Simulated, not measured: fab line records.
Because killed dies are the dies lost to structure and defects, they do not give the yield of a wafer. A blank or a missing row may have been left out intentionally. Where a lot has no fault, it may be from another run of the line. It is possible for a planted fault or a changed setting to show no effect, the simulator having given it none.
The tool behind it: which one? -- flow sky130 -- 33 wafers from 11 lots sampled at 2 of the route's 708 steps

## WHAT EACH GAUGE READ, for each wafer
SKY_SD_N_RS_MEAS_18: measures by four-point-probe.
lot,measured,on,RES_XHIGH_RS (ohm/sq)
L252,day 28 06:56,film_metro-03,330.9 332.4 332.4
L254,day 28 16:14,film_metro-03,331.3 332.4 331.9
L256,day 29 11:28,film_metro-04,334.0 335.4 333.9
L257,day 29 21:01,film_metro-03,333.8 333.1 333.6
L259,day 30 16:46,film_metro-01,334.1 334.5 334.0
L262,day 31 19:56,film_metro-03,333.3 334.1 333.4
L264,day 32 06:42,film_metro-03,310.3 310.1 310.4 310.3 310.3 310.1
L265,day 32 16:17,film_metro-04,312.0 310.9 312.0 311.2 311.0 311.9
L266,day 32 22:03,film_metro-03,310.7 309.0 308.9 310.7 309.4 309.9
L273,day 34 21:44,film_metro-03,331.8 330.7 332.3
L274,day 35 04:18,film_metro-01,336.4 335.8 335.6

## WHICH TOOL RAN EACH LOT (tool, then ch and the chambers of the sampled wafers, then the start)
lot,SKY_RES_XHIGH_IMPLANT_07
L252,"implanter-03 ch 0, day 27 01:58"
L254,"implanter-02 ch 0, day 27 10:58"
L256,"implanter-02 ch 0, day 28 06:43"
L257,"implanter-02 ch 0, day 28 16:19"
L259,"implanter-02 ch 0, day 29 10:46"
L262,"implanter-02 ch 0, day 30 14:39"
L264,"implanter-02 ch 0, day 31 02:39"
L265,"implanter-02 ch 0, day 31 11:46"
L266,"implanter-02 ch 0, day 31 18:26"
L273,"implanter-03 ch 0, day 33 18:08"
L274,"implanter-01 ch 0, day 34 00:34"
- SKY_RES_XHIGH_IMPLANT_07

## THE ANSWER, worked out from the rows above alone
Rule: the lots themselves supply what counts as usual. The widest of any qualifying gaps counts: lots, ordered by their means at a reading, are off when they make up no more than a third of the lots, leave a main group of 4 or more, and stand apart from it by 3 or more times the standard deviation of that group's means. A main group is skipped when, at the precision printed for the reading in the tables above, its means are all equal. Also off: a lot with no number at a reading for which 4 or more lots have one. The other lots that the step has rows for count as sound.
Off: L264, L265, L266, at SKY_SD_N_RS_MEAS_18 (RES_XHIGH_RS). Mean 333.4 ohm/sq and standard deviation 1.4 in the main group.
A tool fits if, at a process step before that reading, it ran every lot that is off, and no sound lot after the first of them. Those tools and the gauges at SKY_SD_N_RS_MEAS_18 are tried in the same way. One fits: implanter-02 at SKY_RES_XHIGH_IMPLANT_07. Its last sound lot is L262 (day 30 14:39), its first lot that is off L264 (day 31 02:39): a fault that began between those two fits.

## WHAT HAD BEEN PUT IN BY THE SIMULATOR
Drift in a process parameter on implanter-02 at SKY_RES_XHIGH_IMPLANT_07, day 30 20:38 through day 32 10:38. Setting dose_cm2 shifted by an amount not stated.
Struck lots among those shown: L264, L265, L266. This agrees with what the rule above found.
